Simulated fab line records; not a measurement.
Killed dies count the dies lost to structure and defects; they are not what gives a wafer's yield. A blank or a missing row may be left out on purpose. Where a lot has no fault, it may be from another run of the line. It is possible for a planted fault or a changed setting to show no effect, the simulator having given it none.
Which tool is to blame? || flow sky130 || 11 lots with 33 wafers sampled at 4 steps, on a route of 708 steps

## WHAT THE GAUGES READ, wafer by wafer
SKY_CAPM_THK_MEAS_04: measures by xrf. Usual: for CAPM_TIN_THK the level is 197.9 nm and the standard deviation is 2.3.
{"lot": "L862", "measured": "day 36 03:08", "on": "filmMetro-04", "CAPM_TIN_THK (nm)": "198.1 199.0 198.3", "flag": ""}
{"lot": "L864", "measured": "day 36 22:20", "on": "filmMetro-04", "CAPM_TIN_THK (nm)": "198.6 199.7 197.8", "flag": ""}
{"lot": "L865", "measured": "day 37 15:43", "on": "filmMetro-02", "CAPM_TIN_THK (nm)": "202.1 201.5 201.0", "flag": ""}
{"lot": "L869", "measured": "day 38 15:25", "on": "filmMetro-02", "CAPM_TIN_THK (nm)": "197.1 198.3 198.9", "flag": ""}
{"lot": "L870", "measured": "day 39 01:11", "on": "filmMetro-02", "CAPM_TIN_THK (nm)": "198.4 193.9 197.6", "flag": ""}
{"lot": "L871", "measured": "day 39 11:57", "on": "filmMetro-02", "CAPM_TIN_THK (nm)": "201.7 202.7 202.4", "flag": ""}
{"lot": "L873", "measured": "day 39 23:26", "on": "filmMetro-01", "CAPM_TIN_THK (nm)": "192.4 195.2 192.8", "flag": ""}
{"lot": "L881", "measured": "day 42 11:27", "on": "filmMetro-02", "CAPM_TIN_THK (nm)": "199.9 199.3 199.5", "flag": ""}
{"lot": "L882", "measured": "day 42 23:01", "on": "filmMetro-01", "CAPM_TIN_THK (nm)": "198.9 197.2 195.6", "flag": ""}
{"lot": "L884", "measured": "day 43 04:01", "on": "filmMetro-02", "CAPM_TIN_THK (nm)": "198.2 198.9 199.1", "flag": ""}
{"lot": "L883", "measured": "day 43 12:55", "on": "filmMetro-02", "CAPM_TIN_THK (nm)": "200.3 199.0 200.9", "flag": ""}

## WHAT TOOL EACH LOT RAN ON (gives the tool, then ch and the chambers of the sampled wafers, and finally the start)
{"lot": "L862", "SKY_METAL2_STRIP_20": "plasmaAsher-03 ch 0,1, day 34 22:00", "SKY_VIA2_ETCH_14": "rieDiel-03 ch 1,3, day 36 01:13", "SKY_VIA2_CMP_24": "cmp-01 ch 2,3, day 36 02:22"}
{"lot": "L864", "SKY_METAL2_STRIP_20": "plasmaAsher-04 ch 0,1, day 35 17:46", "SKY_VIA2_ETCH_14": "rieDiel-03 ch 1,3, day 36 20:31", "SKY_VIA2_CMP_24": "cmp-01 ch 1,2, day 36 21:34"}
{"lot": "L865", "SKY_METAL2_STRIP_20": "plasmaAsher-02 ch 0,1, day 36 10:15", "SKY_VIA2_ETCH_14": "rieDiel-04 ch 0,1,3, day 37 13:51", "SKY_VIA2_CMP_24": "cmp-01 ch 0,1,3, day 37 15:00"}
{"lot": "L869", "SKY_METAL2_STRIP_20": "plasmaAsher-03 ch 0,1, day 37 09:56", "SKY_VIA2_ETCH_14": "rieDiel-04 ch 0,1,2, day 38 13:19", "SKY_VIA2_CMP_24": "cmp-01 ch 0,1,2, day 38 14:44"}
{"lot": "L870", "SKY_METAL2_STRIP_20": "plasmaAsher-04 ch 0,1, day 37 20:10", "SKY_VIA2_ETCH_14": "rieDiel-02 ch 0,1,2, day 38 23:21", "SKY_VIA2_CMP_24": "cmp-01 ch 1,2,3, day 39 00:25"}
{"lot": "L871", "SKY_METAL2_STRIP_20": "plasmaAsher-03 ch 0,1, day 38 07:26", "SKY_VIA2_ETCH_14": "rieDiel-03 ch 0,3, day 39 09:40", "SKY_VIA2_CMP_24": "cmp-01 ch 1,2,3, day 39 11:16"}
{"lot": "L873", "SKY_METAL2_STRIP_20": "plasmaAsher-03 ch 0,1, day 38 18:41", "SKY_VIA2_ETCH_14": "rieDiel-02 ch 0,1,3, day 39 21:34", "SKY_VIA2_CMP_24": "cmp-01 ch 1,2, day 39 22:42"}
{"lot": "L881", "SKY_METAL2_STRIP_20": "plasmaAsher-02 ch 0,1, day 41 08:36", "SKY_VIA2_ETCH_14": "rieDiel-03 ch 1,2, day 42 09:36", "SKY_VIA2_CMP_24": "cmp-02 ch 0,1, day 42 10:41"}
{"lot": "L882", "SKY_METAL2_STRIP_20": "plasmaAsher-04 ch 0,1, day 41 20:06", "SKY_VIA2_ETCH_14": "rieDiel-04 ch 1,2,3, day 42 21:07", "SKY_VIA2_CMP_24": "cmp-01 ch 0,1,3, day 42 22:14"}
{"lot": "L884", "SKY_METAL2_STRIP_20": "plasmaAsher-02 ch 0,1, day 42 01:33", "SKY_VIA2_ETCH_14": "rieDiel-02 ch 2,3, day 43 02:00", "SKY_VIA2_CMP_24": "cmp-01 ch 0,2,3, day 43 03:21"}
{"lot": "L883", "SKY_METAL2_STRIP_20": "plasmaAsher-02 ch 0,1, day 42 11:27", "SKY_VIA2_ETCH_14": "rieDiel-02 ch 0,1,2, day 43 11:04", "SKY_VIA2_CMP_24": "cmp-01 ch 0,1, day 43 12:11"}
- SKY_METAL2_STRIP_20: strips in O2/N2.
- SKY_VIA2_ETCH_14: etches BARC in N2/H2, stops on SiO2, time 45.9 s, target depth 60 nm.
- SKY_VIA2_CMP_24: polishes, stops on SiO2, t overpolish 20 s, target thk 0 nm.

## AS READ BY THE TOOLS THEMSELVES (means over the sampled wafers that have a number; for cases with no such wafer, the mark the record gives instead)
SKY_METAL2_STRIP_20. Usual: drypumpMotorCurrentA 5.88 A, standard deviation 0.21; oesProductAu 0.344 a.u., standard deviation 0.0049; stripTimeToEndpointS 2.706 s, standard deviation 0.028.
{"lot": "L862", "tool": "plasmaAsher-03", "drypumpMotorCurrentA (A)": 6.05, "oesProductAu (a.u.)": 0.346, "stripTimeToEndpointS (s)": 2.728, "flag": ""}
{"lot": "L864", "tool": "plasmaAsher-04", "drypumpMotorCurrentA (A)": 5.93, "oesProductAu (a.u.)": 0.345, "stripTimeToEndpointS (s)": 2.743, "flag": ""}
{"lot": "L865", "tool": "plasmaAsher-02", "drypumpMotorCurrentA (A)": 5.82, "oesProductAu (a.u.)": 0.343, "stripTimeToEndpointS (s)": 2.707, "flag": ""}
{"lot": "L869", "tool": "plasmaAsher-03", "drypumpMotorCurrentA (A)": 5.82, "oesProductAu (a.u.)": 0.346, "stripTimeToEndpointS (s)": 2.739, "flag": ""}
{"lot": "L870", "tool": "plasmaAsher-04", "drypumpMotorCurrentA (A)": 5.90, "oesProductAu (a.u.)": 0.341, "stripTimeToEndpointS (s)": 2.682, "flag": ""}
{"lot": "L871", "tool": "plasmaAsher-03", "drypumpMotorCurrentA (A)": 6.04, "oesProductAu (a.u.)": 0.343, "stripTimeToEndpointS (s)": 2.699, "flag": ""}
{"lot": "L873", "tool": "plasmaAsher-03", "drypumpMotorCurrentA (A)": 6.04, "oesProductAu (a.u.)": 0.343, "stripTimeToEndpointS (s)": 2.693, "flag": ""}
{"lot": "L881", "tool": "plasmaAsher-02", "drypumpMotorCurrentA (A)": 5.77, "oesProductAu (a.u.)": 0.347, "stripTimeToEndpointS (s)": 2.671, "flag": ""}
{"lot": "L882", "tool": "plasmaAsher-04", "drypumpMotorCurrentA (A)": 5.93, "oesProductAu (a.u.)": 0.344, "stripTimeToEndpointS (s)": 2.669, "flag": ""}
{"lot": "L884", "tool": "plasmaAsher-02", "drypumpMotorCurrentA (A)": 5.82, "oesProductAu (a.u.)": 0.348, "stripTimeToEndpointS (s)": 2.676, "flag": ""}
{"lot": "L883", "tool": "plasmaAsher-02", "drypumpMotorCurrentA (A)": 5.84, "oesProductAu (a.u.)": 0.343, "stripTimeToEndpointS (s)": 2.690, "flag": ""}

SKY_VIA2_ETCH_14. Usual: biasW 99.98 W, standard deviation 0.3; drypumpMotorCurrentA 5.6 A, standard deviation 0.39; oesProductAu 0.853 a.u., standard deviation 0.0047; throttleValvePct 13.224 %, standard deviation 0.009.
{"lot": "L862", "tool": "rieDiel-03", "biasW (W)": 99.77, "drypumpMotorCurrentA (A)": 5.8, "oesProductAu (a.u.)": 0.847, "throttleValvePct (%)": 13.217, "flag": ""}
{"lot": "L864", "tool": "rieDiel-03", "biasW (W)": 99.62, "drypumpMotorCurrentA (A)": 5.7, "oesProductAu (a.u.)": 0.855, "throttleValvePct (%)": 13.225, "flag": ""}
{"lot": "L865", "tool": "rieDiel-04", "biasW (W)": 99.99, "drypumpMotorCurrentA (A)": 5.6, "oesProductAu (a.u.)": 0.859, "throttleValvePct (%)": 13.222, "flag": ""}
{"lot": "L869", "tool": "rieDiel-04", "biasW (W)": 100.09, "drypumpMotorCurrentA (A)": 5.8, "oesProductAu (a.u.)": 0.853, "throttleValvePct (%)": 13.232, "flag": ""}
{"lot": "L870", "tool": "rieDiel-02", "biasW (W)": 100.17, "drypumpMotorCurrentA (A)": 5.7, "oesProductAu (a.u.)": 0.854, "throttleValvePct (%)": 13.218, "flag": ""}
{"lot": "L871", "tool": "rieDiel-03", "biasW (W)": 100.15, "drypumpMotorCurrentA (A)": 5.4, "oesProductAu (a.u.)": 0.858, "throttleValvePct (%)": 13.226, "flag": ""}
{"lot": "L873", "tool": "rieDiel-02", "biasW (W)": 100.08, "drypumpMotorCurrentA (A)": 5.4, "oesProductAu (a.u.)": 0.853, "throttleValvePct (%)": 13.226, "flag": ""}
{"lot": "L881", "tool": "rieDiel-03", "biasW (W)": 99.92, "drypumpMotorCurrentA (A)": 5.9, "oesProductAu (a.u.)": 0.858, "throttleValvePct (%)": 13.222, "flag": ""}
{"lot": "L882", "tool": "rieDiel-04", "biasW (W)": 99.94, "drypumpMotorCurrentA (A)": 5.5, "oesProductAu (a.u.)": 0.855, "throttleValvePct (%)": 13.230, "flag": ""}
{"lot": "L884", "tool": "rieDiel-02", "biasW (W)": 99.87, "drypumpMotorCurrentA (A)": 5.5, "oesProductAu (a.u.)": 0.850, "throttleValvePct (%)": 13.224, "flag": ""}
{"lot": "L883", "tool": "rieDiel-02", "biasW (W)": 100.17, "drypumpMotorCurrentA (A)": 5.8, "oesProductAu (a.u.)": 0.849, "throttleValvePct (%)": 13.227, "flag": ""}

SKY_VIA2_CMP_24. Usual: headPressurePsi 3.500 psi, standard deviation 0.0072; motorCurrentA 10.9 A, standard deviation 0.97; overpolishRunS 19.999 s, standard deviation 0.0087; timeToEndpointS 100 s, standard deviation 4.4.
{"lot": "L862", "tool": "cmp-01", "headPressurePsi (psi)": 3.495, "motorCurrentA (A)": 11.8, "overpolishRunS (s)": 20.000, "timeToEndpointS (s)": 98, "flag": ""}
{"lot": "L864", "tool": "cmp-01", "headPressurePsi (psi)": 3.500, "motorCurrentA (A)": 11.9, "overpolishRunS (s)": 20.005, "timeToEndpointS (s)": 97, "flag": ""}
{"lot": "L865", "tool": "cmp-01", "headPressurePsi (psi)": 3.498, "motorCurrentA (A)": 10.3, "overpolishRunS (s)": 19.995, "timeToEndpointS (s)": 107, "flag": ""}
{"lot": "L869", "tool": "cmp-01", "headPressurePsi (psi)": 3.502, "motorCurrentA (A)": 10.9, "overpolishRunS (s)": 20.000, "timeToEndpointS (s)": 109, "flag": ""}
{"lot": "L870", "tool": "cmp-01", "headPressurePsi (psi)": 3.506, "motorCurrentA (A)": 11.0, "overpolishRunS (s)": 11.094, "timeToEndpointS (s)": 96, "flag": "OFF"}
{"lot": "L871", "tool": "cmp-01", "headPressurePsi (psi)": 3.502, "motorCurrentA (A)": 11.0, "overpolishRunS (s)": 11.078, "timeToEndpointS (s)": 95, "flag": "OFF"}
{"lot": "L873", "tool": "cmp-01", "headPressurePsi (psi)": 3.501, "motorCurrentA (A)": 11.5, "overpolishRunS (s)": 11.081, "timeToEndpointS (s)": 99, "flag": "OFF"}
{"lot": "L881", "tool": "cmp-02", "headPressurePsi (psi)": 3.496, "motorCurrentA (A)": 10.8, "overpolishRunS (s)": 20.003, "timeToEndpointS (s)": 100, "flag": ""}
{"lot": "L882", "tool": "cmp-01", "headPressurePsi (psi)": 3.501, "motorCurrentA (A)": 10.5, "overpolishRunS (s)": 20.004, "timeToEndpointS (s)": 101, "flag": ""}
{"lot": "L884", "tool": "cmp-01", "headPressurePsi (psi)": 3.505, "motorCurrentA (A)": 10.6, "overpolishRunS (s)": 19.996, "timeToEndpointS (s)": 97, "flag": ""}
{"lot": "L883", "tool": "cmp-01", "headPressurePsi (psi)": 3.498, "motorCurrentA (A)": 11.1, "overpolishRunS (s)": 19.997, "timeToEndpointS (s)": 99, "flag": ""}

## THE ANSWER, worked out from the rows above alone
Rule: a lot is off if the mean of its wafers that have a number lies more than 3 standard deviations from the usual mean. Also off: a lot with no number at a reading for which 4 or more lots have one. Where the step has rows for the other lots, those lots are counted as sound. Order of review: gauges by route order, followed by the tools' own readings, for which a lot's mean as printed above is used. The first step at which some lot is off is used, and at that step the reading that is off furthest; a lot without a number counts as furthest.
Off at SKY_VIA2_CMP_24 (overpolishRunS): L870, L871, L873.
A tool fits if, at that step or a process step before it, it ran every lot that is off, and no sound lot after the first of them. Not one of the candidates tried fits.

## WHAT HAD BEEN PUT IN BY THE SIMULATOR
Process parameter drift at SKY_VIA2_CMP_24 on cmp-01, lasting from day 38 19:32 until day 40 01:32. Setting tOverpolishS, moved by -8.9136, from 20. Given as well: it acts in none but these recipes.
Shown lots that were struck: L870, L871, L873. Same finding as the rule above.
